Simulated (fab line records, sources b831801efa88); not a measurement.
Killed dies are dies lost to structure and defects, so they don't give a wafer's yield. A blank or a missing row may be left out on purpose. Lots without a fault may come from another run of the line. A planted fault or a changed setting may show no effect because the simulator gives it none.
One fault seen from 2 desks | flow sky130 | each desk has only its own numbers; what lay behind them comes last

THE METROLOGY DESK
What the gauges read, lot by lot, whatever tool the lot ran on: means of the sampled wafers that have a number. A lot is out of limits, marked OUT, if its mean lies more than 4 standard deviations from the usual mean; the brackets give that distance.
Columns: A = CAP2M_OVL at SKY_CAP2M_OVL_MEAS_12, usual -0.5 nm
lot  | first seen here | A
L426 | day 41 07:13    | 0.0
L425 | day 41 14:56    | 1.4
L427 | day 41 16:37    | -1.9
L429 | day 42 06:16    | 1.3
L430 | day 42 16:55    | -1.1
L433 | day 43 15:14    | -1.0
L436 | day 44 15:17    | -1.0
L438 | day 44 22:40    | -0.2
L439 | day 45 00:43    | 1.3
L440 | day 45 10:43    | -0.8
L442 | day 45 15:22    | -1.0
L443 | day 46 07:16    | -1.3
L445 | day 46 09:53    | 0.6
L444 | day 46 17:20    | -1.1
L446 | day 46 22:44    | -1.5
This desk's finding: nothing out of limits on any of the 15 lots.

THE TOOL OWNER'S DESK: iline_stepper-01
The tool's own readings at SKY_METAL5_EXPOSE_11 (exposes mask MM5, target cd 1600 nm): means of the sampled wafers that have a number, for each lot that ran on this tool. A lot is out of limits, marked OUT, if its mean lies more than 4 standard deviations from the usual mean; the brackets give that distance.
Columns: A = exposure_dose_mJ_cm2 at SKY_METAL5_EXPOSE_11, usual 190.02; B = focus_offset_nm at SKY_METAL5_EXPOSE_11, usual -0.1 nm
lot  | first seen here | A      | B
L426 | day 43 21:51    | 190.22 | -0.7
L430 | day 45 04:04    | 189.69 | -0.1
L433 | day 46 00:07    | 190.01 | 0.7
L442 | day 47 21:42    | 189.92 | 0.4
L443 | day 48 13:16    | 189.78 | 0.0
L445 | day 48 14:05    | 190.21 | 0.6
L444 | day 48 20:49    | 190.00 | -0.8
L446 | day 49 02:56    | 190.26 | -0.3
This desk's finding: nothing out of limits on any of the 8 lots.

PUT TOGETHER
The metrology desk saw nothing out of limits.
The tool owner's desk saw nothing out of limits.

WHAT THE SIMULATOR HAD PUT IN
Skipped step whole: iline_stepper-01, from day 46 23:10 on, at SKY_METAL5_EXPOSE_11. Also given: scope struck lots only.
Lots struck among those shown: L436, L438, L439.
